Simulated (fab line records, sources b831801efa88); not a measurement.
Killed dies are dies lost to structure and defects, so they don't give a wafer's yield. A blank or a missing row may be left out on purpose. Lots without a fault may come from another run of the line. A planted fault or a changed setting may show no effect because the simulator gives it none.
A struck lot beside a sound one | flow sky130 | 17 steps out of a route of 708
Sound: wafers L766.1, L766.2, L766.5. Struck: wafers L772.1, L772.4, L772.6. The cause comes at the end.
At each step with rows: each side's tool, then ch and its chambers, then its first start. Under that, the readings that differ: sound wafers | struck wafers | difference of the means | sigmas: that difference in standard deviations of wafers without a fault.
alike: readings whose means differ by less than 2 such deviations, and words and numbers that are the same on both sides. not compared: withheld readings, readings that some wafer has no value for, bounds like >300 that may hide the same value, and numbers for which the record gives no deviation and whose values overlap.
The two part at a step that has a row with sigmas, a row that says differs or no value, or rows on one side only. Numbers that don't overlap but have no deviation are shown without sigmas and don't part them. A reading that every wafer of one side lacks parts them only if that side has two wafers or more.

SKY_CONTACT_ETCH_18: etches Si3N4 in CHF3/O2, stops on TiN, time 39 s, target depth 75 nm.
  sound on rie_diel-01 ch 0,1; struck on rie_diel-02 ch 0,1
  alike: drypump_motor_current_A, oes_product_au, throttle_valve_pct
  not compared: rf_hours_counter_h
then, 5 steps without rows for these wafers: SKY_CONTACT_STRIP_19 (strips in O2/N2); SKY_CONTACT_STRIP_20 (strips in post etch residue remover, time 1200 s); SKY_CONTACT_CLEAN_21 (cleans in IPA, time 180 s); SKY_CONTACT_CLEAN_22 (cleans in O3/DIW); SKY_CONTACT_SPUTTER_23 (material TiN, target thk 20 nm, time 80 s).
SKY_CONTACT_CVD_24: deposits W, target thk 340 nm, time 102.12 s.
  sound on cvd_w-02 ch 0, day 37 23:34; struck on cvd_w-02 ch 0, day 38 07:45
  alike: heater_power_w
SKY_CONTACT_RS_MEAS_25: measures by four-point-probe.
  sound on film_metro-01, day 37 23:47; struck on film_metro-02, day 38 07:58
  alike: CONTACT_W_RS
SKY_CONTACT_THK_MEAS_26: measures by xrf.
  sound on film_metro-01, day 37 23:54; struck on film_metro-02, day 38 08:05
  alike: CONTACT_W_THK
SKY_CONTACT_CMP_27: polishes, stops on SiO2, t overpolish 15 s, target thk 0 nm.
  sound on cmp-02 ch 0,1,3, day 38 00:01; struck on cmp-02 ch 0,1, day 38 08:22
  alike: motor_current_A, overpolish_run_s, time_to_endpoint_s
then, 1 step without rows for these wafers: SKY_METAL1_SPUTTER_00 (material Ti, target thk 15 nm, time 10 s).
SKY_METAL1_SPUTTER_01: material TiN, target thk 20 nm, time 16.7 s.
  sound on pvd_sputter-03, day 38 00:17; struck on pvd_sputter-04, day 38 08:38
  alike: throttle_valve_pct
SKY_METAL1_SPUTTER_02: material AlCu, target thk 250 nm, time 13.3 s.
  sound on pvd_sputter-03, day 38 00:18; struck on pvd_sputter-04, day 38 08:40
  reading                                     | sound             | struck            | difference | sigmas
  model.AlCu_of_METAL1_SPUTTER_02.thk_nm (nm) | 247.7 249.5 250.4 | 77.85 78.75 77.67 | -171.11    |
  alike: throttle_valve_pct
SKY_METAL1_SPUTTER_03: material Ti, target thk 5 nm, time 3.3 s.
  sound on pvd_sputter-03, day 38 00:20; struck on pvd_sputter-04, day 38 08:41
  alike: throttle_valve_pct
then, 1 step without rows for these wafers: SKY_METAL1_SPUTTER_04 (material TiN, target thk 70 nm, time 58.3 s).
SKY_METAL1_RS_MEAS_05: measures by four-point-probe.
  sound on film_metro-02, day 38 00:24; struck on film_metro-01, day 38 09:02
  reading                 | sound                | struck               | difference | sigmas
  METAL1_ALCU_RS (ohm/sq) | 0.1281 0.1270 0.1268 | 0.4379 0.4319 0.4386 | +0.3088    | +99 or more
  not compared: hold
SKY_PAD_OPEN_PROBE_99:
  the record has rows for the sound wafers here (prober-02, day 50 02:42) and none for the struck ones

WHERE THEY PART
First at SKY_METAL1_RS_MEAS_05; last, within this record, at SKY_PAD_OPEN_PROBE_99.

WHY: what the simulator had put in
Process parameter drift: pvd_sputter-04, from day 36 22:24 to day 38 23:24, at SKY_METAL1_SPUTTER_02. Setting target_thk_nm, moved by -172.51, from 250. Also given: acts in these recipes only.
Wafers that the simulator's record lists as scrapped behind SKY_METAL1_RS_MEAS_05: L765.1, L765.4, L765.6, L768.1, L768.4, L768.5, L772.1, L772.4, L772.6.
